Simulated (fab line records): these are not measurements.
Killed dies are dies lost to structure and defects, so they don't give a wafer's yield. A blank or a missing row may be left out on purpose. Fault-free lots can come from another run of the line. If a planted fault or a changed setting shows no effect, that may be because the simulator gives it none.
Problem report in the 8D (eight disciplines) form, filled by code | flow sky130 | the parts of the form that need people (team, actions taken, sign-off) are left out

1. THE ISSUE
Mean of bias w at SKY_POLY_CUT_ETCH_10: 118.1 W across 3 wafers in 2 lots; on wafers with no fault it is 100.0 W (standard deviation 0.32). That is +57 standard deviations from the usual mean.
The step: etches BARC in N2/H2, stops on SiO2, time 45.9 s, target depth 60 nm.
First seen on wafer L448.4, day 30 07:04, on rie diel-04. Wafers with a number at this step in the record: 18, from 6 lots. Rule for "out" (also "out of limits"): further than 4 standard deviations from the usual mean. Any other wafer with a number is counted as sound.

2. WHAT IT IS AND WHAT IT IS NOT
question                    | is                     | is not
which readings at this step | bias w                 | drypump motor current A, oes product au, rf fwd power W, throttle valve pct
which lots                  | L448, L450             | L432, L440, L447, L454
which wafers of those lots  | L448.4, L448.5, L450.5 | L448.1, L450.1, L450.2
read on which tools         | rie diel-04            | rie diel-01
when                        | from day 30 07:04      | up to then (10 sound wafers); but 5 sound wafers of L450, L454 came after

3. SUSPECTS, AND WHAT RULES EACH OUT
Counting: any tool at a process step up to the reading remains a suspect provided it ran every lot that is out. Sound lots after the first of them don't rule it out here, since some wafers of a struck lot are sound.
- rie diel-04 at SKY_POLY_CUT_ETCH_10 (etches BARC in N2/H2, stops on SiO2, time 45.9 s, target depth 60 nm): kept. It processed each lot that is out (first: L448, day 30 07:04); up to then, its last sound lot is L440 (day 28 00:43). Its own readings are out on those wafers: bias w.
- In rie diel-04 at SKY_POLY_CUT_ETCH_10, the wafers that are out were processed in chamber 2 and their sound lot-mates in chambers 0, 1, 3.
Remaining after the count: rie diel-04 at SKY_POLY_CUT_ETCH_10.

4. THE CAUSE (what the simulator had put in)
rie diel-04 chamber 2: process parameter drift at SKY_POLY_CUT_ETCH_10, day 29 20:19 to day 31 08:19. Setting bias w shifted by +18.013 from 100. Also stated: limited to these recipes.
This tool alone remained once counting was done.

5. THE CHAIN OF EFFECTS, in route order
Each row: a reading whose mean over the struck wafers that have a number lies more than 3 standard deviations from the usual. Only readings whose record carries a usual standard deviation are examined. hours: median over the lots of the time between each lot's start at the first step of this table that gives one and its start at this step. sigmas: the change, counted in usual standard deviations.
hours | step                 | reading | usual   | on struck wafers | change | sigmas
0     | SKY_POLY_CUT_ETCH_10 | bias w  | 100.0 W | 118.1            | +18.1  | +57
Process steps it contains:
- SKY_POLY_CUT_ETCH_10: etches BARC in N2/H2, stops on SiO2, time 45.9 s, target depth 60 nm.

6. HOW IT WOULD HAVE BEEN CAUGHT EARLIER
First out-of-limits reading in this record: day 30 07:04, which is 11 hours after fault onset at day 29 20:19.
